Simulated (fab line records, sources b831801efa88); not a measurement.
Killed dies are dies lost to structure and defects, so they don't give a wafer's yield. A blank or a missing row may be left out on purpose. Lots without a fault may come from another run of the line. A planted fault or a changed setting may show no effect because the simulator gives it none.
Which tool did it? | flow gf180mcu | 12 lots, 35 wafers sampled, at 6 steps of a route of 602

WHAT THE GAUGES READ, wafer by wafer
GF_VT_IMPLANT_TW_MEAS_43. Usual: VT_IMPLANT_4_TW 694, standard deviation 8.2.
lot  | measured     | on            | VT_IMPLANT_4_TW | flag
L626 | day 7 12:16  | film_metro-03 | 678 678         |
L627 | day 7 19:56  | film_metro-01 | 696 691 694     |
L633 | day 9 15:46  | film_metro-01 | 700 699 699     |
L635 | day 10 04:05 | film_metro-01 | 697 698 697     |
L639 | day 11 06:20 | film_metro-01 | 703 703 700     |
L640 | day 11 12:51 | film_metro-01 | 699 705 704     |
L641 | day 11 20:20 | film_metro-03 | 680 680 681     |
L644 | day 12 12:05 | film_metro-01 | 695 695 698     |
L646 | day 13 03:17 | film_metro-01 | 692 696 696     |
L647 | day 13 15:28 | film_metro-01 | 691 695 690     |
L648 | day 13 22:52 | film_metro-03 | 674 676 679     |
L649 | day 14 01:28 | film_metro-02 | 705 703 705     |

GF_POLY_GATE_THK_MEAS_01. Usual: POLY_GATE_CVD_00_THK 199.7 nm, standard deviation 1.7.
lot  | measured     | on            | POLY_GATE_CVD_00_THK (nm) | flag
L626 | day 8 09:36  | film_metro-02 | 199.4 199.8               |
L627 | day 8 17:28  | film_metro-04 | 200.2 199.4 198.7         |
L633 | day 10 16:46 | film_metro-01 | 137.9 137.9 136.6         | OFF
L635 | day 11 04:36 | film_metro-04 | 198.3 198.9 200.8         |
L639 | day 12 06:02 | film_metro-01 | 201.4 200.2 201.6         |
L640 | day 12 13:32 | film_metro-04 | 200.1 201.7 201.4         |
L641 | day 12 20:27 | film_metro-04 | 202.5 202.6 201.7         |
L644 | day 13 14:33 | film_metro-04 | 199.9 201.3 199.8         |
L646 | day 14 06:32 | film_metro-01 | 198.3 198.1 199.0         |
L647 | day 14 17:30 | film_metro-02 | 199.6 199.1 198.7         |
L648 | day 15 05:55 | film_metro-01 | 198.4 198.4 197.9         |
L649 | day 15 05:55 | film_metro-02 | 195.5 197.5 198.3         |

GF_NSD_CD_MEAS_07: target cd 400 nm. Usual: cd_nm 399.8 nm, standard deviation 2.2.
lot  | measured     | on        | cd_nm (nm)        | flag
L626 | day 13 06:59 | cd_sem-02 | 398.4 396.9       |
L627 | day 13 11:50 | cd_sem-02 | 397.5 399.1 397.6 |
L633 | day 15 22:17 | cd_sem-01 | 398.4 401.3 400.0 |
L635 | day 16 12:10 | cd_sem-01 | 400.4 398.3 400.0 |
L639 | day 17 16:31 | cd_sem-02 | 400.3 399.8 399.2 |
L640 | day 18 03:08 | cd_sem-02 | 405.4 404.0 404.4 |
L641 | day 18 11:56 | cd_sem-01 | 400.6 401.7 402.2 |
L644 | day 19 05:17 | cd_sem-01 | 404.6 402.0 402.7 |
L646 | day 20 06:29 | cd_sem-02 | 402.7 400.4 402.5 |
L647 | day 20 20:20 | cd_sem-01 | 398.3 398.6 397.8 |
L648 | day 21 07:59 | cd_sem-01 | 399.3 402.2 400.4 |
L649 | day 21 09:32 | cd_sem-01 | 403.6 402.4 400.9 |

WHICH TOOL RAN EACH LOT (tool, then ch and the chambers of the sampled wafers, then the start)
lot  | GF_LVPWELL_STRIP_10                 | GF_POLY_GATE_CVD_00         | GF_POLY_GATE_ETCH_13
L626 | plasma_asher-02 ch 0,1, day 3 21:19 | lpcvd-01 ch 0, day 8 08:16  | rie_si-01 ch 0,3, day 9 02:26
L627 | plasma_asher-02 ch 0,1, day 4 03:10 | lpcvd-02 ch 0, day 8 16:07  | rie_si-02 ch 1,2,3, day 9 10:33
L633 | plasma_asher-02 ch 0,1, day 5 17:23 | lpcvd-01 ch 1, day 10 15:24 | rie_si-01 ch 0,2,3, day 11 11:43
L635 | plasma_asher-03 ch 0,1, day 6 02:56 | lpcvd-02 ch 1, day 11 03:16 | rie_si-02 ch 1,2,3, day 11 23:59
L639 | plasma_asher-04 ch 0,1, day 7 01:40 | lpcvd-02 ch 0, day 12 04:41 | rie_si-01 ch 0,1,3, day 13 01:53
L640 | plasma_asher-04 ch 0,1, day 7 05:40 | lpcvd-02 ch 1, day 12 12:04 | rie_si-01 ch 1,2, day 13 09:26
L641 | plasma_asher-02 ch 1, day 7 11:17   | lpcvd-02 ch 0, day 12 19:06 | rie_si-02 ch 1,3, day 13 17:32
L644 | plasma_asher-02 ch 0,1, day 8 01:34 | lpcvd-02 ch 1, day 13 13:12 | rie_si-02 ch 0,2,3, day 14 10:51
L646 | plasma_asher-03 ch 0,1, day 8 13:34 | lpcvd-01 ch 0, day 14 05:11 | rie_si-01 ch 2,3, day 15 04:23
L647 | plasma_asher-02 ch 0,1, day 8 22:22 | lpcvd-01 ch 1, day 14 16:10 | rie_si-01 ch 0,3, day 15 14:44
L648 | plasma_asher-03 ch 0,1, day 9 04:20 | lpcvd-01 ch 1, day 15 04:35 | rie_si-02 ch 1,3, day 16 03:14
L649 | plasma_asher-03 ch 0,1, day 9 07:07 | lpcvd-01 ch 1, day 15 04:35 | rie_si-01 ch 1,2,3, day 16 03:17
- GF_LVPWELL_STRIP_10: strips in O2/N2.
- GF_POLY_GATE_CVD_00: deposits poly-Si, target thk 200 nm, time 1200 s.
- GF_POLY_GATE_ETCH_13: etches poly-Si in HBr/Cl2, stops on SiO2, target depth 198.5 nm, time 69.6 s.

WHAT THE TOOLS THEMSELVES READ (means of the sampled wafers that have a number; where no wafer has one, the mark that the record gives instead)
GF_LVPWELL_STRIP_10. Usual: drypump_motor_current_A 5.6 A, standard deviation 0.32; heater_power_w 323 W, standard deviation 22; oes_product_au 0.723 a.u., standard deviation 0.0048; platen_temp_c 250.01 C, standard deviation 0.18; strip_time_to_endpoint_s 36.96 s, standard deviation 0.11.
lot  | tool            | drypump_motor_current_A (A) | heater_power_w (W) | oes_product_au (a.u.) | platen_temp_c (C) | strip_time_to_endpoint_s (s) | flag
L626 | plasma_asher-02 | 5.7                         | 321                | 0.724                 | 249.97            | 36.85                        |
L627 | plasma_asher-02 | 5.8                         | 316                | 0.729                 | 249.95            | 37.01                        |
L633 | plasma_asher-02 | 5.8                         | 318                | 0.719                 | 249.86            | 36.91                        |
L635 | plasma_asher-03 | 5.3                         | 339                | 0.722                 | 249.93            | 36.94                        |
L639 | plasma_asher-04 | 5.9                         | 292                | 0.721                 | 250.18            | 37.05                        |
L640 | plasma_asher-04 | 5.8                         | 304                | 0.723                 | 249.92            | 36.99                        |
L641 | plasma_asher-02 | 5.9                         | 303                | 0.721                 | 250.07            | 36.88                        |
L644 | plasma_asher-02 | 5.6                         | 328                | 0.722                 | 250.12            | 36.93                        |
L646 | plasma_asher-03 | 5.3                         | 343                | 0.720                 | 250.02            | 37.09                        |
L647 | plasma_asher-02 | 5.6                         | 329                | 0.721                 | 250.07            | 36.77                        |
L648 | plasma_asher-03 | 5.3                         | 346                | 0.727                 | 249.94            | 36.87                        |
L649 | plasma_asher-03 | 5.3                         | 346                | 0.723                 | 250.14            | 37.01                        |

GF_POLY_GATE_CVD_00. Usual: pressure_mtorr 200.1 mTorr, standard deviation 0.36; zone_power_bottom_pct 13.4 %, standard deviation 1.2.
lot  | tool     | pressure_mtorr (mTorr) | zone_power_bottom_pct (%) | flag
L626 | lpcvd-01 | 200.3                  | 14.5                      |
L627 | lpcvd-02 | 200.2                  | 12.9                      |
L633 | lpcvd-01 | 100.2                  | 10.9                      | OFF
L635 | lpcvd-02 | 199.7                  | 14.2                      |
L639 | lpcvd-02 | 200.5                  | 13.0                      |
L640 | lpcvd-02 | 200.5                  | 14.0                      |
L641 | lpcvd-02 | 199.5                  | 13.0                      |
L644 | lpcvd-02 | 200.0                  | 13.9                      |
L646 | lpcvd-01 | 199.9                  | 14.2                      |
L647 | lpcvd-01 | 200.3                  | 10.8                      |
L648 | lpcvd-01 | 200.5                  | 10.8                      |
L649 | lpcvd-01 | 199.6                  | 10.9                      |

GF_POLY_GATE_ETCH_13. Usual: drypump_motor_current_A 5.4 A, standard deviation 0.34; mfc_cl2_sccm 50.02 sccm, standard deviation 0.14; oes_product_au 0.988 a.u., standard deviation 0.0084; throttle_valve_pct 33.685 %, standard deviation 0.009.
lot  | tool      | drypump_motor_current_A (A) | mfc_cl2_sccm (sccm) | oes_product_au (a.u.) | throttle_valve_pct (%) | flag
L626 | rie_si-01 | 5.8                         | 50.02               | 0.998                 | 33.701                 |
L627 | rie_si-02 | 5.1                         | 50.02               | 0.982                 | 33.678                 |
L633 | rie_si-01 | 5.9                         | 49.97               | 0.776                 | 33.685                 | OFF
L635 | rie_si-02 | 5.1                         | 50.13               | 0.984                 | 33.686                 |
L639 | rie_si-01 | 5.7                         | 50.05               | 0.989                 | 33.692                 |
L640 | rie_si-01 | 5.8                         | 49.94               | 0.988                 | 33.687                 |
L641 | rie_si-02 | 5.1                         | 49.94               | 0.986                 | 33.673                 |
L644 | rie_si-02 | 5.2                         | 50.13               | 0.987                 | 33.688                 |
L646 | rie_si-01 | 5.9                         | 49.90               | 0.978                 | 33.680                 |
L647 | rie_si-01 | 5.8                         | 50.01               | 0.984                 | 33.695                 |
L648 | rie_si-02 | 5.1                         | 49.94               | 0.986                 | 33.675                 |
L649 | rie_si-01 | 5.7                         | 50.12               | 0.981                 | 33.692                 |

THE ANSWER, worked out from the rows above alone
Rule: a lot is off if the mean of its wafers that have a number lies more than 3 standard deviations from the usual mean. A lot without any number at a reading at which 4 lots or more have one is off too. The other lots that the step has rows for count as sound. The gauges are gone through in route order, then the tools' own readings, and for those a lot's mean is taken as printed above. The first step at which some lot is off is used, and at that step the reading that is off furthest; a lot without a number counts as furthest.
Off: L633, at GF_POLY_GATE_THK_MEAS_01 (POLY_GATE_CVD_00_THK).
A tool fits if, at a process step before that reading, it ran every lot that is off, and no sound lot after the first of them. The gauges at GF_POLY_GATE_THK_MEAS_01 aren't tried: what is off there is off at GF_POLY_GATE_CVD_00 too, on other tools, and a gauge's error can't cause that. None of those tried fits.

WHAT THE SIMULATOR HAD PUT IN
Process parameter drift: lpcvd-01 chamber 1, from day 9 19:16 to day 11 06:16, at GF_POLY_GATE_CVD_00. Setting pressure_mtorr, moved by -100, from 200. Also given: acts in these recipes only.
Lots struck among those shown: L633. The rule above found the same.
